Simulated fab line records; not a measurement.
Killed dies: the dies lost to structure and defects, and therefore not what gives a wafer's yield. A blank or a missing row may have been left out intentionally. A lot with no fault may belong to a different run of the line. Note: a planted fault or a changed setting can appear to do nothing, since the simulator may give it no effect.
Code-filled problem report in 8D (eight disciplines) form :: flow sky130 :: the parts of the form that need people (team, actions taken, sign-off) are left out

## 1. WHAT WENT WRONG
Wafers free of any fault read 142.9 (standard deviation 1.5) for VT_ADJUST_PCH_TW at SKY_VT_ADJUST_PCH_TW_MEAS_10, against a mean of 160.9 on 6 wafers of 2 lots. Measured from the usual mean, that is +12 standard deviations.
First seen on wafer L566.1, day 15 20:56, on film-metro-01. The record holds 39 wafers of 13 lots with a number at this step. Rule for "out", or "out of limits": more than 4 standard deviations from the usual mean. The other wafers with a number count as sound.

## 2. WHAT IT IS; WHAT IT IS NOT
question: which readings at this step
is: VT_ADJUST_PCH_TW
is not: -

question: which lots
is: L566, L568
is not: L549, L552, L553, L555, L556, L557, L558, L560, L561, L570, L572

question: which wafers of those lots
is: all that have a number
is not: -

question: read on which gauges
is: film-metro-01, film-metro-02
is not: film-metro-04

question: when
is: from day 15 20:56
is not: up to then (27 sound wafers); but 6 sound wafers of L570, L572 came after

## 3. THE SUSPECTS, EACH WITH WHAT RULES IT OUT
Counting: a tool at any process step up to the reading remains a suspect when it ran all the lots that are out and ran no sound lot after the first of those.
- the gauge at SKY_VT_ADJUST_PCH_TW_MEAS_10 has been ruled out. 2 gauges (film-metro-01, film-metro-02) read the wafers that are out.
- implanter-02 at SKY_VT_ADJUST_PCH_IMPLANT_08: kept. All lots that are out passed through it, beginning with L566 at day 15 20:41, and no sound lot followed; its final sound lot before that point was L561 at day 14 13:46. Out on those wafers are its own readings of dose-ions-cm2, faraday-current-uA.
Left after counting: implanter-02 at SKY_VT_ADJUST_PCH_IMPLANT_08.

## 4. THE CAUSE (what the simulator had put in)
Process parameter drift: implanter-02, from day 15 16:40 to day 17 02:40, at SKY_VT_ADJUST_PCH_IMPLANT_08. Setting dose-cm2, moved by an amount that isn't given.
Counting left only this tool.

## 5. SEQUENCE OF EFFECTS, ordered by route
Each row: a reading where the mean over the struck wafers with a number is more than 3 standard deviations away from the usual. Only readings whose record carries a usual standard deviation are examined. hours: median over the lots of the time between each lot's start at the first step of this table that gives one and its start at this step. sigmas: the change, counted in usual standard deviations.
hours: 0
step: SKY_VT_ADJUST_PCH_IMPLANT_08
reading: dose-ions-cm2
usual: 4.999e+11
on struck wafers: 7.680e+11
change: +2.681e+11
sigmas: +99 or more

hours: 0
step: SKY_VT_ADJUST_PCH_IMPLANT_08
reading: faraday-current-uA
usual: 2.81
on struck wafers: 4.32
change: +1.51
sigmas: +29

hours: 0
step: SKY_VT_ADJUST_PCH_TW_MEAS_10
reading: VT_ADJUST_PCH_TW
usual: 142.9
on struck wafers: 160.9
change: +18.0
sigmas: +12
Its process steps:
- SKY_VT_ADJUST_PCH_IMPLANT_08
Later measuring or inspecting steps at which every struck wafer that the step has a row for has a number for every such reading, and none has moved that far: SKY_LOCAL_INTERCONNECT_OVL_MEAS_12.

## 6. HOW IT WOULD HAVE BEEN CAUGHT EARLIER
Counted from the fault's start at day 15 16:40, it took 4 hours until the first out-of-limits reading at a measuring or inspecting step in this record, taken at day 15 20:56.
The tool's own readings at SKY_VT_ADJUST_PCH_IMPLANT_08 were out on every struck wafer that the step has a row for (dose-ions-cm2, faraday-current-uA): an alarm limit on them would have fired on the first of those.
Lots out: 2; of these, L568 started SKY_VT_ADJUST_PCH_IMPLANT_08 on implanter-02 after day 15 20:56. Had the tool been put on hold then, it would have been spared.
